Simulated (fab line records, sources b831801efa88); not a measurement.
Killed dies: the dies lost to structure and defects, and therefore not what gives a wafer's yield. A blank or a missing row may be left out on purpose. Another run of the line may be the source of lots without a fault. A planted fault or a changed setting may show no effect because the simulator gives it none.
2 desks looking at one fault    flow sky130    every desk sees just its own numbers, and what lay behind them comes last

== METROLOGY DESK ==
Means of the sampled wafers that have a number, per lot and without regard to the tool the lot ran on: this is what the gauges read. Any lot whose mean is over 4 standard deviations away from the usual mean is out of limits and marked OUT; that distance is given in the brackets.
Columns: A = LDD_N_OVL at SKY_LDD_N_OVL_MEAS_07, usual -0.3 nm
lot   first seen here  A
L102  day 18 10:46     -1.1
L105  day 20 05:49     -2.3
L116  day 24 00:34     2.1
L118  day 24 07:01     -1.1
L121  day 25 03:27     -0.9
L122  day 25 22:34     0.1
This desk's finding: nothing out of limits on any of the 6 lots.

== TOOL OWNER'S DESK, implanter-01 ==
SKY_LDD_N_IMPLANT_12, tool's own readings: per-lot mean of the sampled wafers with a number, covering each lot this tool ran. Any lot whose mean is over 4 standard deviations away from the usual mean is out of limits and marked OUT; that distance is given in the brackets.
Columns: A = beam_energy_keV at SKY_LDD_N_IMPLANT_12, usual 50.001; B = beam_on_s at SKY_LDD_N_IMPLANT_12, usual 10.03 s; C = tilt_deg at SKY_LDD_N_IMPLANT_12, usual 29.998 degrees
lot   first seen here  A       B      C
L102  day 18 11:25     50.004  10.11  30.005
L105  day 20 06:28     50.009  10.25  30.014
L116  day 24 01:11     49.986  10.07  -0.012 (-99 or more) OUT
L118  day 24 07:40     50.005  9.97   -0.012 (-99 or more) OUT
This desk's verdict: out of limits on L116, L118, starting with L116 at day 24 01:11 (tilt_deg at SKY_LDD_N_IMPLANT_12). L102, L105 stayed within limits.

== BROUGHT TOGETHER ==
At day 24 01:11, on L116, L118, the tool owner's desk was in a position to raise an alarm.
The metrology desk saw nothing out of limits.
The metrology desk holds a record of L116, L118, inside its limits.
Of the lots named, all ran SKY_LDD_N_IMPLANT_12 on implanter-01.

== WHAT THE SIMULATOR HAD INSERTED ==
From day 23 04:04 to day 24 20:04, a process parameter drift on implanter-01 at SKY_LDD_N_IMPLANT_12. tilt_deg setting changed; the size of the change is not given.
Shown lots that were struck: L116, L118.
Time in hours from fault onset to the first out-of-limits reading at each desk: the tool owner's desk, 21.
